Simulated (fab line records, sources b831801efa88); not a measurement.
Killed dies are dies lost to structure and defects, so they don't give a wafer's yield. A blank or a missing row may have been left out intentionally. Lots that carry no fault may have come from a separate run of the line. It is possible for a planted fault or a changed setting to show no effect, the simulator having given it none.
fab line records	flow gf180mcu
[record] lots = 15	wafers = 45	last_day = 34
route steps=602 shown POLY_GATE@168 HV_LDD@208 NSD@242
lots with no fault: from the same line, run without faults
start_h: hours from the record's first day to the start of the lot's first wafer shown	wait_h: how many hours have passed since the lot's step before this one	" same as the row above	L1.1+2: a single row standing in for several wafers	- no value, or no start given	* or withheld: withheld	< > ~ a bound
route shown NAME@n: a module of which the file shows steps, and the number in the route of the first	usual: mean/standard deviation taken from wafers without a fault	same: alike in all rows	chamber/n: place in a boat	sites: per-site readings	_std_site: standard deviation across them	_edge_site: outer sites' mean less inner sites'	radius_mm: how far each site lies from the wafer's centre	mask NAME#n: copy n	behind: tool/chamber where the wafer was last shaped	hold: cause of the lot's hold/its duration in hours/its outcome	device: the transistor (n, p or np) that didn't switch	end of line: the same wafers' tests at the end of the route	a step given without rows: its recipe and nothing more	killed: not the wafer's yield, but the dies lost to structure and defects at the first sort	map: the dies of a wafer, with x for killed, . for not killed, _ for no die there
set.NAME: the run value of the setting; set.NAME@STEP: its run value at that earlier step	model.NAME: the simulator's own value behind a step, which no gauge read
steps of the route over a sample of lots; a table a step, a row a wafer
services: from which hour (start_h, from the record's first day; less than 0 if before it) a tool's chamber was out of use, for how many hours, and why
[[steps]]
[step GF_POLY_GATE_OVL_MEAS_11]
[usual] POLY_GATE_OVL = -3/5.6
lot.wafer	tool	chamber	start_h	wait_h	POLY_GATE_OVL[nm]
L162.1	overlay-02	-	197.76	0.1	-3
L162.2	"	-	"	"	-5
L162.5	"	-	"	"	4
L163.1	overlay-01	-	202.74	0.1	-2
L163.4	"	-	"	"	1
L163.6	"	-	"	"	-3
L165.1	overlay-02	-	215.69	0.1	9
L165.2	"	-	"	"	5
L165.4	"	-	"	"	2
L168.1	overlay-02	-	239.20	0.1	2
L168.3	"	-	"	"	-1
L168.5	"	-	"	"	-4
L169.1	overlay-01	-	242.51	0.1	0
L169.2	"	-	"	"	0
L169.5	"	-	"	"	2
L170.1	overlay-02	-	256.65	0.1	-4
L170.5	"	-	"	"	-3
L170.6	"	-	"	"	-6
L171.2	overlay-02	-	259.90	0.1	-6
L171.3	"	-	"	"	-6
L171.6	"	-	"	"	-6
L172.2	overlay-02	-	269.66	0.1	-3
L172.4	"	-	"	"	-7
L172.6	"	-	"	"	-5
L173.4	overlay-01	-	274.23	0.1	-10
L173.5	"	-	"	"	-11
L173.6	"	-	"	"	-8
L174.2	overlay-02	-	280.51	0.1	8
L174.4	"	-	"	"	-1
L174.5	"	-	"	"	-10
L175.1	overlay-02	-	287.21	0.1	-6
L175.4	"	-	"	"	-4
L175.6	"	-	"	"	-9
L178.1	overlay-02	-	314.76	0.1	-9
L178.3	"	-	"	"	-16
L178.6	"	-	"	"	-8
L179.1	overlay-01	-	315.11	0.1	1
L179.2	"	-	"	"	-3
L179.3	"	-	"	"	2
L180.2	overlay-01	-	330.84	0.1	2
L180.3	"	-	"	"	0
L180.6	"	-	"	"	4
L185.2	overlay-01	-	365.91	0.1	-11
L185.3	"	-	"	"	-13
L185.6	"	-	"	"	-13
[step GF_HV_LDD_OVL_MEAS_32]
[usual] HV_LDD_02_OVL = 0.0/1.1
lot.wafer	tool	chamber	start_h	wait_h	HV_LDD_02_OVL[nm]
L162.1	overlay-01	-	255.08	0.1	0.8
L162.2	"	-	"	"	1.6
L162.5	"	-	"	"	-0.9
L163.1	overlay-01	-	259.53	0.1	-0.8
L163.4	"	-	"	"	0.9
L163.6	"	-	"	"	-0.7
L165.1	overlay-02	-	274.43	0.1	0.5
L165.2	"	-	"	"	-0.5
L165.4	"	-	"	"	-0.9
L168.1	overlay-02	-	299.58	0.1	0.9
L168.3	"	-	"	"	1.1
L168.5	"	-	"	"	-0.2
L169.1	overlay-01	-	302.71	0.1	1.1
L169.2	"	-	"	"	1.0
L169.5	"	-	"	"	0.1
L170.1	overlay-01	-	318.28	0.1	-1.4
L170.5	"	-	"	"	-0.5
L170.6	"	-	"	"	-1.7
L171.2	overlay-02	-	323.29	0.1	0.6
L171.3	"	-	"	"	2.1
L171.6	"	-	"	"	1.1
L172.2	overlay-02	-	332.34	0.1	0.0
L172.4	"	-	"	"	0.3
L172.6	"	-	"	"	0.8
L173.4	overlay-02	-	338.75	0.1	2.0
L173.5	"	-	"	"	0.6
L173.6	"	-	"	"	1.0
L174.2	overlay-01	-	343.83	0.1	1.2
L174.4	"	-	"	"	1.0
L174.5	"	-	"	"	-1.6
L175.1	overlay-01	-	352.61	0.1	0.3
L175.4	"	-	"	"	0.0
L175.6	"	-	"	"	-1.0
L178.1	overlay-01	-	383.11	0.1	-0.4
L178.3	"	-	"	"	-0.5
L178.6	"	-	"	"	0.8
L179.1	overlay-02	-	384.08	0.1	-1.8
L179.2	"	-	"	"	-1.1
L179.3	"	-	"	"	0.5
L180.2	overlay-02	-	399.14	0.1	-1.2
L180.3	"	-	"	"	-1.1
L180.6	"	-	"	"	-2.5
L185.2	overlay-01	-	438.72	0.1	0.3
L185.3	"	-	"	"	0.9
L185.6	"	-	"	"	0.8
[step GF_HV_LDD_IMPLANT_36]
[recipe] species = P	energy_kev = 60	dose_cm2 = 7.5e+12	tilt_deg = 30	rotation_deg = 270
[usual] beam_energy_keV = 60.000/0.017	beam_on_s = 10.01/0.23	end_station_pressure_torr = 5.05e-06/2.7e-07
lot.wafer	tool	chamber	start_h	wait_h	beam_energy_keV	beam_on_s	end_station_pressure_torr
L162.1	implanter-02	0	255.57	0.1	60.030	10.44	5.17e-06
L162.2	"	0	"	"	60.013	10.21	4.6e-06
L162.5	"	0	"	"	60.005	9.86	5.03e-06
L163.1	implanter-01	0	260.02	0.1	59.982	10.06	5.09e-06
L163.4	"	0	"	"	60.000	9.97	5.14e-06
L163.6	"	0	"	"	59.981	9.82	5.24e-06
L165.1	implanter-01	0	274.92	0.1	60.001	10.25	5.27e-06
L165.2	"	0	"	"	59.980	10.00	4.9e-06
L165.4	"	0	"	"	60.004	9.81	4.72e-06
L168.1	implanter-03	0	300.07	0.1	59.998	10.29	5.15e-06
L168.3	"	0	"	"	60.005	10.10	5.57e-06
L168.5	"	0	"	"	60.020	10.04	4.84e-06
L169.1	implanter-02	0	306.82	3.7	60.021	9.90	5.19e-06
L169.2	"	0	"	"	60.008	9.61	5.39e-06
L169.5	"	0	"	"	59.983	9.92	5.09e-06
L170.1	implanter-01	0	318.77	0.1	60.006	10.10	5.53e-06
L170.5	"	0	"	"	60.010	10.28	5.18e-06
L170.6	"	0	"	"	60.024	10.25	5.14e-06
L171.2	implanter-02	0	323.80	0.1	59.988	10.25	4.7e-06
L171.3	"	0	"	"	60.003	10.04	4.95e-06
L171.6	"	0	"	"	60.007	9.77	4.73e-06
L172.2	implanter-01	0	332.85	0.1	59.974	9.96	4.97e-06
L172.4	"	0	"	"	59.981	10.04	5.38e-06
L172.6	"	0	"	"	59.960	10.10	4.79e-06
L173.4	implanter-03	0	339.29	0.1	59.983	10.27	5.2e-06
L173.5	"	0	"	"	59.984	9.80	5.3e-06
L173.6	"	0	"	"	59.994	9.70	5.1e-06
L174.2	implanter-03	0	344.34	0.1	59.972	10.12	4.95e-06
L174.4	"	0	"	"	60.000	10.07	5.25e-06
L174.5	"	0	"	"	60.006	10.23	5.04e-06
L175.1	implanter-01	0	353.09	0.1	59.977	9.97	4.8e-06
L175.4	"	0	"	"	59.984	10.12	5e-06
L175.6	"	0	"	"	60.006	9.96	5.24e-06
L178.1	implanter-02	-	383.59	0.1	-	-	-
L178.3	"	-	"	"	-	-	-
L178.6	"	-	"	"	-	-	-
L179.1	implanter-03	-	384.56	0.1	-	-	-
L179.2	"	-	"	"	-	-	-
L179.3	"	-	"	"	-	-	-
L180.2	implanter-01	-	399.64	0.1	-	-	-
L180.3	"	-	"	"	-	-	-
L180.6	"	-	"	"	-	-	-
L185.2	implanter-02	0	439.23	0.1	59.984	10.47	5.25e-06
L185.3	"	0	"	"	60.006	10.23	5.07e-06
L185.6	"	0	"	"	60.013	10.16	4.93e-06
[step GF_HV_LDD_TW_MEAS_38]
[usual] HV_LDD_3_TW = 1447/6.7
lot.wafer	tool	chamber	start_h	wait_h	hold	HV_LDD_3_TW
L162.1	film_metro-04	-	255.82	0.1	-	1447
L162.2	"	-	"	"	-	1442
L162.5	"	-	"	"	-	1446
L163.1	film_metro-03	-	260.27	0.1	-	1444
L163.4	"	-	"	"	-	1440
L163.6	"	-	"	"	-	1439
L165.1	film_metro-04	-	275.17	0.1	-	1456
L165.2	"	-	"	"	-	1437
L165.4	"	-	"	"	-	1454
L168.1	film_metro-03	-	300.32	0.1	-	1443
L168.3	"	-	"	"	-	1449
L168.5	"	-	"	"	-	1453
L169.1	film_metro-04	-	307.07	0.1	-	1452
L169.2	"	-	"	"	-	1451
L169.5	"	-	"	"	-	1462
L170.1	film_metro-03	-	319.02	0.1	-	1435
L170.5	"	-	"	"	-	1431
L170.6	"	-	"	"	-	1434
L171.2	film_metro-04	-	324.03	0.1	-	1452
L171.3	"	-	"	"	-	1458
L171.6	"	-	"	"	-	1468
L172.2	film_metro-03	-	333.08	0.1	-	1437
L172.4	"	-	"	"	-	1437
L172.6	"	-	"	"	-	1445
L173.4	film_metro-01	-	339.49	0.1	-	1446
L173.5	"	-	"	"	-	1446
L173.6	"	-	"	"	-	1449
L174.2	film_metro-04	-	344.57	0.1	-	1447
L174.4	"	-	"	"	-	1447
L174.5	"	-	"	"	-	1448
L175.1	film_metro-01	-	353.34	0.1	-	1440
L175.4	"	-	"	"	-	1455
L175.6	"	-	"	"	-	1444
L178.1	film_metro-03	-	383.84	0.1	await_dispo/0.2h/release	1314
L178.3	"	-	"	"	await_dispo/0.2h/release	1312
L178.6	"	-	"	"	await_dispo/0.2h/release	1323
L178.1	film_metro-03	-	384.07	0.2	-	1322
L178.3	"	-	"	"	-	1320
L178.6	"	-	"	"	-	1315
L179.1	film_metro-01	-	384.81	0.1	await_dispo/0.2h/release	1320
L179.2	"	-	"	"	await_dispo/0.2h/release	1327
L179.3	"	-	"	"	await_dispo/0.2h/release	1325
L179.1	film_metro-01	-	385.12	0.3	-	1331
L179.2	"	-	"	"	-	1335
L179.3	"	-	"	"	-	1328
L180.2	film_metro-04	-	399.88	0.1	await_dispo/0.2h/release	1324
L180.3	"	-	"	"	await_dispo/0.2h/release	1324
L180.6	"	-	"	"	await_dispo/0.2h/release	1319
L180.2	film_metro-04	-	400.11	0.2	-	1318
L180.3	"	-	"	"	-	1323
L180.6	"	-	"	"	-	1319
L185.2	film_metro-03	-	439.46	0.1	-	1443
L185.3	"	-	"	"	-	1444
L185.6	"	-	"	"	-	1450
[step GF_HV_LDD_RS_MEAS_53]
[recipe] thk_meas_gauge = four-point-probe
[usual] HV_LDD_RS = 418.3/1.1
lot.wafer	tool	chamber	start_h	wait_h	hold	HV_LDD_RS[ohm/sq]
L162.1	film_metro-03	-	275.79	0.1	-	418.9
L162.2	"	-	"	"	-	419.6
L162.5	"	-	"	"	-	419.7
L163.1	film_metro-04	-	280.04	0.1	-	418.9
L163.4	"	-	"	"	-	418.0
L163.6	"	-	"	"	-	420.5
L165.1	film_metro-01	-	295.22	0.1	-	418.4
L165.2	"	-	"	"	-	417.7
L165.4	"	-	"	"	-	418.0
L168.1	film_metro-04	-	321.57	0.1	-	417.5
L168.3	"	-	"	"	-	416.9
L168.5	"	-	"	"	-	417.9
L169.1	film_metro-01	-	328.22	0.1	-	417.5
L169.2	"	-	"	"	-	418.2
L169.5	"	-	"	"	-	417.0
L170.1	film_metro-03	-	340.44	0.1	-	418.6
L170.5	"	-	"	"	-	418.7
L170.6	"	-	"	"	-	417.1
L171.2	film_metro-04	-	345.91	0.1	-	420.0
L171.3	"	-	"	"	-	419.6
L171.6	"	-	"	"	-	419.8
L172.2	film_metro-04	-	355.09	0.1	-	419.2
L172.4	"	-	"	"	-	419.1
L172.6	"	-	"	"	-	419.7
L173.4	film_metro-04	-	362.56	0.1	-	418.6
L173.5	"	-	"	"	-	417.6
L173.6	"	-	"	"	-	418.0
L174.2	film_metro-04	-	366.47	0.1	-	419.0
L174.4	"	-	"	"	-	418.4
L174.5	"	-	"	"	-	420.2
L175.1	film_metro-01	-	374.57	0.1	-	416.9
L175.4	"	-	"	"	-	416.7
L175.6	"	-	"	"	-	417.4
L178.1	film_metro-03	-	407.09	0.1	await_dispo/0.2h/release	437.1
L178.3	"	-	"	"	await_dispo/0.2h/release	438.1
L178.6	"	-	"	"	await_dispo/0.2h/release	437.7
L178.1	film_metro-03	-	407.38	0.3	-	438.0
L178.3	"	-	"	"	-	438.6
L178.6	"	-	"	"	-	437.0
L179.1	film_metro-03	-	409.02	0.1	await_dispo/0.2h/release	440.2
L179.2	"	-	"	"	await_dispo/0.2h/release	439.6
L179.3	"	-	"	"	await_dispo/0.2h/release	439.2
L179.1	film_metro-03	-	409.31	0.3	-	440.0
L179.2	"	-	"	"	-	439.2
L179.3	"	-	"	"	-	439.4
L180.2	film_metro-04	-	423.61	0.1	await_dispo/0.2h/release	439.3
L180.3	"	-	"	"	await_dispo/0.2h/release	439.3
L180.6	"	-	"	"	await_dispo/0.2h/release	439.2
L180.2	film_metro-04	-	423.90	0.3	-	440.6
L180.3	"	-	"	"	-	439.5
L180.6	"	-	"	"	-	439.6
L185.2	film_metro-04	-	464.45	0.1	-	418.2
L185.3	"	-	"	"	-	418.4
L185.6	"	-	"	"	-	417.6
[step GF_NSD_CD_MEAS_07]
[recipe] target_cd_nm = 400
[usual] cd_nm = 399.6/2.5
lot.wafer	tool	chamber	start_h	wait_h	cd_nm
L162.1	cd_sem-02	-	298.27	0.1	400.2
L162.2	"	-	"	"	399.2
L162.5	"	-	"	"	401.4
L163.1	cd_sem-02	-	301.98	0.1	400.1
L163.4	"	-	"	"	402.3
L163.6	"	-	"	"	403.7
L165.1	cd_sem-02	-	317.78	0.1	398.8
L165.2	"	-	"	"	396.7
L165.4	"	-	"	"	397.7
L168.1	cd_sem-01	-	345.91	0.1	395.9
L168.3	"	-	"	"	396.4
L168.5	"	-	"	"	397.1
L169.1	cd_sem-02	-	352.26	0.1	399.0
L169.2	"	-	"	"	398.5
L169.5	"	-	"	"	399.1
L170.1	cd_sem-01	-	364.51	0.1	401.0
L170.5	"	-	"	"	398.3
L170.6	"	-	"	"	401.2
L171.2	cd_sem-02	-	370.60	0.1	403.5
L171.3	"	-	"	"	403.6
L171.6	"	-	"	"	403.7
L172.2	cd_sem-02	-	378.83	0.1	396.5
L172.4	"	-	"	"	394.2
L172.6	"	-	"	"	394.6
L173.4	cd_sem-02	-	388.89	0.1	400.0
L173.5	"	-	"	"	397.2
L173.6	"	-	"	"	399.2
L174.2	cd_sem-01	-	391.48	0.1	399.0
L174.4	"	-	"	"	400.1
L174.5	"	-	"	"	398.4
L175.1	cd_sem-01	-	399.36	0.1	399.6
L175.4	"	-	"	"	399.7
L175.6	"	-	"	"	398.7
L185.2	cd_sem-02	-	491.28	0.1	403.0
L185.3	"	-	"	"	402.1
L185.6	"	-	"	"	400.3
[[services]]
tool	chamber	start_h	hours	kind
implanter-02	-	363.22	13.9	pm
implanter-01	-	377.16	3.3	repair
implanter-01	-	416.92	7.9	repair
implanter-01	-	417.98	3.1	repair
implanter-02	-	420.67	5.0	repair
[[key]]
[first_sign] step = GF_HV_LDD_IMPLANT_36	reading = tool_record	direction = missing
[effect] step = GF_HV_LDD_TW_MEAS_38	reading = visit	direction = added
[effect] step = GF_HV_LDD_TW_MEAS_38	reading = HV_LDD_3_TW	direction = down	sigmas = 19	usual = 1447	struck = 1321
[effect] step = GF_HV_LDD_RS_MEAS_53	reading = visit	direction = added
[effect] step = GF_HV_LDD_RS_MEAS_53	reading = HV_LDD_RS	direction = up	sigmas = 18	usual = 418.3	struck = 438.8
met_at GF_HV_LDD_IMPLANT_36
struck_lots L178,L179,L180
later_rows_left_out L178.1,L178.3,L178.6,L179.1,L179.2,L179.3,L180.2,L180.3,L180.6
sort_left_out L178.1,L178.3,L178.6,L179.1,L179.2,L179.3,L180.2,L180.3,L180.6
tester_left_out L178,L179,L180
not_acting_at GF_POLY_GATE_OVL_MEAS_11,GF_HV_LDD_OVL_MEAS_32,GF_NSD_CD_MEAS_07
onset_between 353.09 383.59
[fault] kind = skipped_step_whole	tool = implanter-01,implanter-02,implanter-03	chamber = -	onset_h = 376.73	steps = GF_HV_LDD_IMPLANT_36	scope = struck_lots_only
// tester_left_out: of these lots the tester's yield and bins aren't shown, on N5 and GAA mostly nor the transistor test; their killed dies are dies lost to structure and defects alone, not to doping, threshold or leakage, so they don't give the yield
// sort_left_out: the simulated sort isn't trusted on such a fault, so these wafers' sort isn't shown, and their yield isn't known
// later_rows_left_out: the simulator's readings of these wafers behind a module that went badly wrong aren't trusted and aren't shown, but for the sort
